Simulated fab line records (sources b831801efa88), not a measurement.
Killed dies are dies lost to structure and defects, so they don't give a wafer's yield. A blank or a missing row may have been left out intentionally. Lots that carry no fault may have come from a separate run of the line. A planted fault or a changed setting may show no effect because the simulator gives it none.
Chamber matching + flow gf180mcu + GF_V4_CVD_02 on pecvd-01: 3 sister chambers
The step deposits SiO2 from TEOS, target thk 850 nm, time 94.851 s. 20 wafers are shown with their chamber, then 10 later ones without.

== EACH WAFER AND ITS CHAMBER ==
| wafer  | chamber | heater_power_w (W) | rf_fwd_power_W (W) |
|--------|---------|--------------------|--------------------|
| L074.1 | 0       | 740                | 595.8              |
| L074.2 | 2       | 794                | 593.8              |
| L074.5 | 2       | 820                | 593.5              |
| L076.1 | 0       | 731                | 597.6              |
| L076.3 | 2       | 855                | 596.0              |
| L076.6 | 0       | 609                | 597.4              |
| L078.2 | 2       | 789                | 594.5              |
| L078.3 | 1       | 683                | 594.9              |
| L078.5 | 1       | 536                | 594.0              |
| L079.1 | 0       | 767                | 597.2              |
| L079.3 | 2       | 805                | 594.9              |
| L079.6 | 0       | 623                | 598.8              |
| L080.1 | 2       | 850                | 592.8              |
| L080.2 | 0       | 726                | 596.7              |
| L080.3 | 1       | 595                | 594.1              |
| L081.2 | 1       | 626                | 592.6              |
| L081.3 | 2       | 811                | 595.4              |
| L081.4 | 0       | 718                | 595.5              |
| L084.1 | 1       | 603                | 595.5              |
| L084.2 | 2       | 855                | 595.8              |

SIGNATURES (averages over the wafers above)
| reading        | chamber 0 | chamber 1 | chamber 2 | scatter within a chamber |
|----------------|-----------|-----------|-----------|--------------------------|
| heater_power_w | 702.00    | 608.60    | 822.38    | 47.8                     |
| rf_fwd_power_W | 597.000   | 594.220   | 594.587   | 1.13                     |
Rule: a wafer lies at a distance from a chamber equal to the root of the sum of squares, over the readings, of (its reading less the chamber's mean, divided by the reading's scatter). If the next closest chamber is less than 2 further off than the closest, the wafer can't be placed; otherwise it belongs to the closest. The scatter: take each reading less its chamber's mean, square it, sum over the shown wafers, divide by the number of wafers less the number of chambers, and take the root.

== WAFERS MISSING THEIR CHAMBER ==
| wafer  | heater_power_w (W) | rf_fwd_power_W (W) |
|--------|--------------------|--------------------|
| L084.3 | 713                | 599.2              |
| L088.1 | 709                | 596.4              |
| L088.4 | 617                | 593.7              |
| L088.6 | 776                | 595.3              |
| L090.2 | 645                | 598.9              |
| L090.3 | 625                | 596.4              |
| L090.4 | 656                | 595.0              |
| L095.1 | 708                | 598.4              |
| L095.2 | 650                | 597.3              |
| L095.6 | 791                | 592.7              |

== THE CHAMBER EACH PASSED THROUGH ==
| wafer  | from the rows above     | in truth                   |
|--------|-------------------------|----------------------------|
| L084.3 | 0                       | 0                          |
| L088.1 | 0                       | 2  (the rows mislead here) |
| L088.4 | 1                       | 1                          |
| L088.6 | can't be placed: 2 or 0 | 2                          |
| L090.2 | 0                       | 0                          |
| L090.3 | can't be placed: 0 or 1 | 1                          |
| L090.4 | can't be placed: 1 or 0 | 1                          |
| L095.1 | 0                       | 0                          |
| L095.2 | can't be placed: 0 or 1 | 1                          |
| L095.6 | 2                       | 2                          |
5 of 10 placed correctly. Can't be placed from these rows: 4 (the true chamber is among the candidates in 4). Placed wrongly: 1.
